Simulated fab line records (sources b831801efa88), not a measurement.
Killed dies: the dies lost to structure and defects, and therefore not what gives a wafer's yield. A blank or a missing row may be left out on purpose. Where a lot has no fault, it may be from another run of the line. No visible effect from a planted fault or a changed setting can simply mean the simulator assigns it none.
A struck lot beside a sound one / flow sfqLine / 25 steps out of a route of 325
Sound: these wafers, L505.2, L505.4, L505.6. Struck: wafers L516.1, L516.3. (L516.2 of the same lot was not struck and is left out.) The cause comes at the end.
At each step with rows: each side's tool, then ch and its chambers, then its first start. Under that, the readings that differ: sound wafers / struck wafers / difference of the means / sigmas: that difference in standard deviations of wafers without a fault.
alike: readings with means less than 2 such deviations apart, plus words and numbers identical on both sides. not compared: withheld readings, readings lacking a value on some wafer, bounds such as >300 that could conceal the same value, and numbers that have no deviation in the record and whose values overlap.
The two part at a step that has a row with sigmas, a row that says differs or no value, or rows on one side only. Non-overlapping numbers with no deviation appear without sigmas and do not part them. A reading missing from all wafers of one side parts the sides only when that side holds two or more wafers.

first, 6 steps without rows for these wafers: SFQ_TRILAYER_M7_LITHO_COAT_182 (resist thk 62 nm); SFQ_TRILAYER_M7_LITHO_COAT_177 (resist thk 600 nm); SFQ_TRILAYER_M7_LITHO_SOFTBAKE_181; SFQ_TRILAYER_M7_LITHO_EXPOSE_178 (exposes mask M7, target cd 500 nm); SFQ_TRILAYER_M7_LITHO_PEB_180 (peb time 60 s); SFQ_TRILAYER_M7_LITHO_DEVELOP_179 (time 60 s).
SFQ_M7_OVL_MEAS_945:
  sound on overlay-02, day 76 22:22; struck on overlay-02, day 78 07:32
  alike: M7_OVL
SFQ_TRILAYER_M7_BARC_OPEN_METAL_ETCH_229: etches BARC in O2, target depth 125 nm, time 41.7 s.
  sound on rieMetal-01 ch 0, day 76 22:25; struck on rieMetal-02 ch 0,1, day 78 07:34
  alike: chamberPressureMTorr, drypumpMotorCurrentA, oesProductAu
  not compared: rfHoursCounterH
SFQ_TRILAYER_M7_ETCH_METAL_ETCH_180: etches Nb in Cl2/Ar, stops on SiO2, target depth 240 nm, time 120 s.
  sound on rieMetal-01 ch 0, day 76 22:34; struck on rieMetal-02 ch 0,1, day 78 07:38
reading=oesProductAu (a.u.); sound=0.887 0.876 0.875; struck=0.894 0.903; difference=+0.019; sigmas=+2
  alike: chamberPressureMTorr, drypumpMotorCurrentA
  not compared: rfHoursCounterH
SFQ_TRILAYER_M7_STRIP_STRIP_181: strips in O2.
  sound on rieMetal-01 ch 0, day 76 22:58; struck on rieMetal-02 ch 0,1, day 78 07:45
reading=oesProductAu (a.u.); sound=0.996 0.993 1.000; struck=1.000 1.030; difference=+0.019; sigmas=+2
  alike: chamberPressureMTorr, drypumpMotorCurrentA
  not compared: rfHoursCounterH
then, 1 step without rows for these wafers: SFQ_TRILAYER_M7_STRIP_SOLV_CLEAN_182 (cleans in NMP, time 600 s).
SFQ_TRILAYER_I7_DEP_PECVD_183: deposits SiO2 from SiH4/N2O, time 111.11 s, target thk 500 nm.
  sound on pecvd-02 ch 1,2, day 77 00:08; struck on pecvd-01 ch 0,1, day 78 08:32
reading=heaterPowerW (W); sound=48 86 50; struck=83 97; difference=+29; sigmas=+2
  alike: throttleValvePct
SFQ_TRILAYER_I7_CMP_CMP_184: polishes SiO2.
  sound on cmp-01 ch 0,2, day 77 04:02; struck on cmp-01 ch 1,2, day 78 21:51
reading=model.SiO2_of_TRILAYER_I7_DEP_PECVD_183.thkNm (nm); sound=199 199.3 200.1; struck=178.9 178.9; difference=-20.6; sigmas=
  alike: motorCurrentA, timeToEndpointS
SFQ_I7_BOW_MEAS_946:
  sound on filmMetro-01, day 77 06:33; struck on filmMetro-03, day 79 02:10
reading=I7_BOW (um); sound=4 4 18; struck=- -; difference=no value on the struck wafers; sigmas=
SFQ_TRILAYER_I7_METRO_MEASURE_185:
  sound on filmMetro-01, day 77 06:51; struck on filmMetro-03, day 79 12:09
reading=thkNm (nm); sound=199.0 199.3 200.1; struck=178.9 178.9; difference=-20.6; sigmas=-22
then, 6 steps without rows for these wafers: SFQ_TRILAYER_I7_VIA_LITHO_COAT_192 (resist thk 62 nm); SFQ_TRILAYER_I7_VIA_LITHO_COAT_187 (resist thk 650 nm); SFQ_TRILAYER_I7_VIA_LITHO_SOFTBAKE_191; SFQ_TRILAYER_I7_VIA_LITHO_EXPOSE_188 (exposes mask I7, target cd 1000 nm); SFQ_TRILAYER_I7_VIA_LITHO_PEB_190 (peb time 60 s); SFQ_TRILAYER_I7_VIA_LITHO_DEVELOP_189 (time 60 s).
-- the record jumps here: 3 days lie between the struck wafers' starts before and after --
SFQ_I7_OVL_MEAS_947:
  sound on overlay-01, day 81 05:52; struck on overlay-02, day 82 11:44
  alike: I7_OVL
SFQ_TRILAYER_I7_VIA_BARC_OPEN_VIA_ETCH_260: etches BARC in O2, target depth 125 nm, time 41.7 s.
  sound on rieDiel-03 ch 1,3, day 81 05:54; struck on rieDiel-04 ch 0,1, day 82 11:46
reading=drypumpMotorCurrentA (A); sound=6.6 5.9 6.6; struck=5.3 5.3; difference=-1.1; sigmas=-2
  alike: chamberPressureMTorr, oesProductAu
  not compared: rfHoursCounterH
SFQ_TRILAYER_I7_VIA_ETCH_VIA_ETCH_190: etches SiO2 in CHF3, stops on Nb, target depth 260 nm.
  sound on rieDiel-03 ch 1,3, day 81 05:56; struck on rieDiel-04 ch 0,1, day 82 11:49
reading=drypumpMotorCurrentA (A); sound=6.6 5.9 6.6; struck=5.3 5.3; difference=-1.1; sigmas=-2
reading=oesProductAu (a.u.); sound=0.850 0.851 0.856; struck=0.806 0.803; difference=-0.048; sigmas=-10
reading=model.I7.featureDepthNm (nm); sound=199 199.3 200.1; struck=178.9 178.9; difference=-20.6; sigmas=
reading=model.etch.depthNm (nm); sound=199 199.3 200.1; struck=178.9 178.9; difference=-20.6; sigmas=
  alike: chamberPressureMTorr
then, 1 step without rows for these wafers: SFQ_TRILAYER_I7_VIA_STRIP_STRIP_191 (strips in O2).

== WHERE THEY PART ==
At SFQ_TRILAYER_M7_ETCH_METAL_ETCH_180 first; at SFQ_TRILAYER_I7_VIA_ETCH_VIA_ETCH_190 last (within this record only).

WHY: the cause the simulator had injected
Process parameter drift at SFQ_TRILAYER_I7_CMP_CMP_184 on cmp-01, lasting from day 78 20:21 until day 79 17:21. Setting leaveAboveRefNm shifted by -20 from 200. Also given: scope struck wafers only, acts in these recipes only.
